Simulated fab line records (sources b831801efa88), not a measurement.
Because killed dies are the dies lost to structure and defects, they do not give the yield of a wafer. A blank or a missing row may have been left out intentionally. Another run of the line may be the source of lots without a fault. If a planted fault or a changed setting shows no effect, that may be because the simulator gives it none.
fab line records ; flow gf180mcu
[record] lots = 5; wafers = 15; lastDay = 34
route steps=602 shown V3@441
lots that met no fault: from a run of the same line without faults
startH: the number of hours between the record's first day and the start of the first shown wafer of the lot ; waitH: hours from the lot's prior step to this one ; " same as the row above ; L1.1+2: a row that stands for several wafers ; - no value, or no start was given ; * or withheld: withheld ; < > ~ a bound
route shown NAME@n: a module of which the file shows steps, and the number in the route of the first ; usual: the fault-free wafers' mean and standard deviation ; same: alike in all rows ; chamber/n: place in a boat ; sites: readings site by site ; _std_site: standard deviation of those values ; _edge_site: the outer-site mean with the inner-site mean subtracted ; radiusMm: for every site, how far away it sits from the centre of the wafer ; mask NAME#n: copy n ; behind: the most recent tool/chamber to have shaped the wafer ; hold: why the lot was held/for how many hours/how that ended ; device: which transistor (n, p or np) failed to switch ; end of line: tests run on the same wafers once the route is complete ; for a step that has no rows: nothing shown but its recipe ; killed: count of dies lost to structure and defects at first sort (not the wafer's yield) ; map: the dies of a wafer, with x for killed, . for not killed, _ for no die there
set.NAME: the setting that was run; set.NAME@STEP: the one run at that earlier step ; model.NAME: the simulator's own value behind a step, which no gauge read
a table for each step, a row for each wafer; lots at some steps of the route
services: when a tool's chamber went out of use (startH, in hours from the record's first day, below 0 if earlier), for how many hours, and the reason
[[steps]]
[step GF_V3_PEB_12]
[recipe] pebTempC = 135; pebTimeS = 90; resist = KrF
[usual] resistLineTempC = 23.00/0.11
[same] pebTimeS = 90
lot.wafer;tool;chamber;startH;waitH;resistLineTempC
L080.1;lithoTrack-03;0;-;-;23.01
L080.2;lithoTrack-03;0;-;-;22.98
L080.5;lithoTrack-03;0;-;-;22.95
L090.1;lithoTrack-03;0;-;-;23.08
L090.5;lithoTrack-03;0;-;-;23.15
L090.6;lithoTrack-03;0;-;-;23.11
L092.2;lithoTrack-03;0;-;-;23.02
L092.3;lithoTrack-03;0;-;-;23.00
L092.4;lithoTrack-03;0;-;-;22.97
L095.2;lithoTrack-01;0;-;-;22.95
L095.3;lithoTrack-01;0;-;-;23.07
L095.5;lithoTrack-01;0;-;-;22.94
L096.2;lithoTrack-04;0;-;-;22.84
L096.4;lithoTrack-04;0;-;-;22.63
L096.6;lithoTrack-04;0;-;-;22.83
[step GF_V3_DEVELOP_13]
[recipe] developTimeS = 60; resist = KrF; devTempC = 21
[usual] resistLineTempC = 23.00/0.12
lot.wafer;tool;chamber;startH;waitH;resistLineTempC
L080.1;lithoTrack-03;0;562.61;0.2;23.17
L080.2;lithoTrack-03;0;562.61;0.2;23.04
L080.5;lithoTrack-03;0;562.61;0.2;23.35
L090.1;lithoTrack-03;0;640.01;0.2;22.94
L090.5;lithoTrack-03;0;640.01;0.2;22.86
L090.6;lithoTrack-03;0;640.01;0.2;22.97
L092.2;lithoTrack-03;0;654.68;0.2;23.08
L092.3;lithoTrack-03;0;654.68;0.2;23.10
L092.4;lithoTrack-03;0;654.68;0.2;22.99
L095.2;lithoTrack-01;0;677.23;0.2;23.04
L095.3;lithoTrack-01;0;677.23;0.2;23.09
L095.5;lithoTrack-01;0;677.23;0.2;23.02
L096.2;lithoTrack-04;0;681.08;0.2;22.98
L096.4;lithoTrack-04;0;681.08;0.2;22.95
L096.6;lithoTrack-04;0;681.08;0.2;22.93
[step GF_V3_CD_MEAS_14]
[recipe] targetCdNm = 260
[usual] cdNm = 259.8/1.3
lot.wafer;tool;chamber;startH;waitH;cdNm
L080.1;cdSem-02;-;562.76;0.1;261.8
L080.2;cdSem-02;-;562.76;0.1;261.7
L080.5;cdSem-02;-;562.76;0.1;262.3
L090.1;cdSem-01;-;640.16;0.1;258.3
L090.5;cdSem-01;-;640.16;0.1;258.3
L090.6;cdSem-01;-;640.16;0.1;258.1
L092.2;cdSem-02;-;654.83;0.1;259.2
L092.3;cdSem-02;-;654.83;0.1;259.9
L092.4;cdSem-02;-;654.83;0.1;258.5
L095.2;cdSem-01;-;677.38;0.1;258.1
L095.3;cdSem-01;-;677.38;0.1;258.0
L095.5;cdSem-01;-;677.38;0.1;258.6
L096.2;cdSem-01;-;681.22;0.1;258.7
L096.4;cdSem-01;-;681.22;0.1;259.6
L096.6;cdSem-01;-;681.22;0.1;257.2
[step GF_V3_OVL_MEAS_15]
[usual] V3_OVL = 4/5.4
lot.wafer;tool;chamber;startH;waitH;V3_OVL[nm]
L080.1;overlay-01;-;562.88;0.1;-3
L080.2;overlay-01;-;562.88;0.1;7
L080.5;overlay-01;-;562.88;0.1;-2
L090.1;overlay-02;-;640.28;0.1;4
L090.5;overlay-02;-;640.28;0.1;-3
L090.6;overlay-02;-;640.28;0.1;4
L092.2;overlay-02;-;654.93;0.1;10
L092.3;overlay-02;-;654.93;0.1;0
L092.4;overlay-02;-;654.93;0.1;3
L095.2;overlay-01;-;677.48;0.1;3
L095.3;overlay-01;-;677.48;0.1;0
L095.5;overlay-01;-;677.48;0.1;9
L096.2;overlay-01;-;681.33;0.1;-1
L096.4;overlay-01;-;681.33;0.1;-1
L096.6;overlay-01;-;681.33;0.1;-3
[step GF_V3_ETCH_16]
[recipe] chemistry = N2/H2; targetDepthA = withheld; overetchA = withheld; timeS = withheld; target = BARC; ionEnergyEv = 200; sourceW = 500; biasW = 100; pressureMtorr = 30; n2FlowSccm = 100; h2FlowSccm = 200
[usual] drypumpMotorCurrentA = 5.7/0.34; n2FlowSccm = 99.99/0.29; oesProductAu = 0.854/0.0047; throttleValvePct = 13.224/0.0094
lot.wafer;tool;chamber;startH;waitH;drypumpMotorCurrentA;n2FlowSccm;oesProductAu;throttleValvePct
L080.1;rieDiel-03;3;562.92;0.0;5.0;100.22;0.852;13.230
L080.2;rieDiel-03;1;562.92;0.0;6.1;100.09;0.848;13.222
L080.5;rieDiel-03;0;562.92;0.0;5.8;100.23;0.858;13.220
L090.1;rieDiel-03;1;640.32;0.0;6.1;99.96;0.856;13.238
L090.5;rieDiel-03;1;640.32;0.0;6.1;100.13;0.850;13.223
L090.6;rieDiel-03;0;640.32;0.0;5.7;100.13;0.861;13.219
L092.2;rieDiel-04;3;654.96;0.0;5.7;100.50;0.853;13.209
L092.3;rieDiel-04;1;654.96;0.0;5.7;100.54;0.857;13.211
L092.4;rieDiel-04;0;654.96;0.0;5.8;100.54;0.862;13.227
L095.2;rieDiel-04;1;677.51;0.0;5.7;99.63;0.855;13.214
L095.3;rieDiel-04;0;677.51;0.0;5.8;100.16;0.857;13.221
L095.5;rieDiel-04;1;677.51;0.0;5.7;100.30;0.850;13.221
L096.2;rieDiel-04;2;681.36;0.0;5.2;100.12;0.856;13.223
L096.4;rieDiel-04;1;681.36;0.0;5.7;99.66;0.852;13.243
L096.6;rieDiel-04;0;681.36;0.0;5.8;99.62;0.855;13.215
[step GF_V3_ETCH_17]
[recipe] chemistry = C4F8/O2/Ar; maskMaterial = KrF; target = SiO2; stopOn = TiN; sourceW = 1500; biasW = 1200; pressureMtorr = 40; c4f8FlowSccm = withheld; O2_flow_sccm = 6; Ar_flow_sccm = 300; timeS = withheld; targetDepthA = 6350
[usual] oesProductAu = 0.856/0.0049
lot.wafer;tool;chamber;startH;waitH;oesProductAu
L080.1;rieDiel-03;3;-;-;0.857
L080.2;rieDiel-03;1;-;-;0.850
L080.5;rieDiel-03;0;-;-;0.858
L090.1;rieDiel-03;1;-;-;0.859
L090.5;rieDiel-03;1;-;-;0.863
L090.6;rieDiel-03;0;-;-;0.853
L092.2;rieDiel-04;3;-;-;0.854
L092.3;rieDiel-04;1;-;-;0.863
L092.4;rieDiel-04;0;-;-;0.857
L095.2;rieDiel-04;1;-;-;0.857
L095.3;rieDiel-04;0;-;-;0.861
L095.5;rieDiel-04;1;-;-;0.862
L096.2;rieDiel-04;2;-;-;0.856
L096.4;rieDiel-04;1;-;-;0.860
L096.6;rieDiel-04;0;-;-;0.851
[step GF_V3_STRIP_18]
[recipe] chemistry = O2/N2; powerW = 1400; pressureMtorr = 1500; platenTempC = 250; o2FlowSccm = 3000; n2FlowSccm = 300; overashFraction = 0.5
[usual] drypumpMotorCurrentA = 5.7/0.36; heaterPowerW = 354/26; n2FlowSccm = 300.0/0.78; oesProductAu = 0.592/0.0045
lot.wafer;tool;chamber;startH;waitH;drypumpMotorCurrentA;heaterPowerW;n2FlowSccm;oesProductAu;rfHoursCounterH
L080.1;plasmaAsher-04;1;563.04;-;5.2;363;299.7;0.595;14
L080.2;plasmaAsher-04;0;563.04;-;6.0;392;299.9;0.590;14
L080.5;plasmaAsher-04;0;563.04;-;6.0;415;301.0;0.593;-
L090.1;plasmaAsher-03;1;640.44;-;5.4;337;299.7;0.591;81
L090.5;plasmaAsher-03;0;640.44;-;5.7;323;300.0;0.587;-
L090.6;plasmaAsher-03;1;640.44;-;5.4;333;299.2;0.604;-
L092.2;plasmaAsher-04;0;655.09;-;5.9;391;300.3;0.584;24
L092.3;plasmaAsher-04;1;655.09;-;5.2;365;299.5;0.593;-
L092.4;plasmaAsher-04;0;655.09;-;6.0;390;299.9;0.585;-
L095.2;plasmaAsher-02;1;677.64;-;5.7;343;300.5;0.589;56
L095.3;plasmaAsher-02;0;677.64;-;6.3;330;299.3;0.592;-
L095.5;plasmaAsher-02;0;677.64;-;6.3;317;299.9;0.593;-
L096.2;plasmaAsher-04;0;681.49;-;6.0;390;299.8;0.599;26
L096.4;plasmaAsher-04;0;681.49;-;6.0;401;299.8;0.588;-
L096.6;plasmaAsher-04;1;681.49;-;5.2;369;299.8;0.591;-
[step GF_V3_STRIP_19]
[recipe] chemistry = postEtchResidueRemover; timeS = 1200; tempC = 72.5
[usual] bathGuardTempC = 72.5/0.52; bathHeatDutyPct = 14.6/1.4
lot.wafer;tool;chamber;startH;waitH;bathGuardTempC;bathHeatDutyPct
L080.1;wetBench-02;0;563.14;0.1;72.6;13.1
L080.2;wetBench-02;0;563.14;0.1;72.2;13.6
L080.5;wetBench-02;0;563.14;0.1;72.0;12.9
L090.1;wetBench-03;0;640.54;0.1;73.1;15.5
L090.5;wetBench-03;0;640.54;0.1;72.9;15.4
L090.6;wetBench-03;0;640.54;0.1;73.2;14.5
L092.2;wetBench-02;1;655.19;0.1;72.4;15.2
L092.3;wetBench-02;1;655.19;0.1;72.1;14.8
L092.4;wetBench-02;1;655.19;0.1;72.2;14.6
L095.2;wetBench-03;0;677.74;0.1;73.0;13.2
L095.3;wetBench-03;0;677.74;0.1;73.1;15.1
L095.5;wetBench-03;0;677.74;0.1;72.9;14.1
L096.2;wetBench-03;0;681.59;0.1;73.2;15.6
L096.4;wetBench-03;0;681.59;0.1;73.0;16.5
L096.6;wetBench-03;0;681.59;0.1;73.2;15.0
[step GF_V3_CLEAN_20]
[recipe] chemistry = DIW; dry = n2Spin
lot.wafer;tool;chamber;startH;waitH
L080.1+2+5;wetBench-03;0;563.49;0.0
L090.1+5+6;wetBench-02;3;640.89;0.0
L092.2+3+4;wetBench-04;2;655.54;0.0
L095.2+3+5;wetBench-02;0;678.08;0.0
L096.2+4+6;wetBench-02;3;681.93;0.0
[[services]]
tool;chamber;startH;hours;kind
rieDiel-04;2;564.30;6.7;repair
plasmaAsher-04;-;564.69;3.8;repair
rieDiel-03;2;571.31;25.2;repair
rieDiel-03;2;596.52;-;clean
rieDiel-03;2;596.52;12.6;scheduledDown
rieDiel-03;2;596.52;12.6;ventCycle
rieDiel-03;-;597.31;14.6;pm
rieDiel-04;3;608.42;-;clean
rieDiel-04;3;608.42;23.3;scheduledDown
rieDiel-04;3;608.42;23.3;ventCycle
wetBench-02;-;631.34;5.4;repair
plasmaAsher-04;-;678.03;2.8;pm
[[key]]
fault none
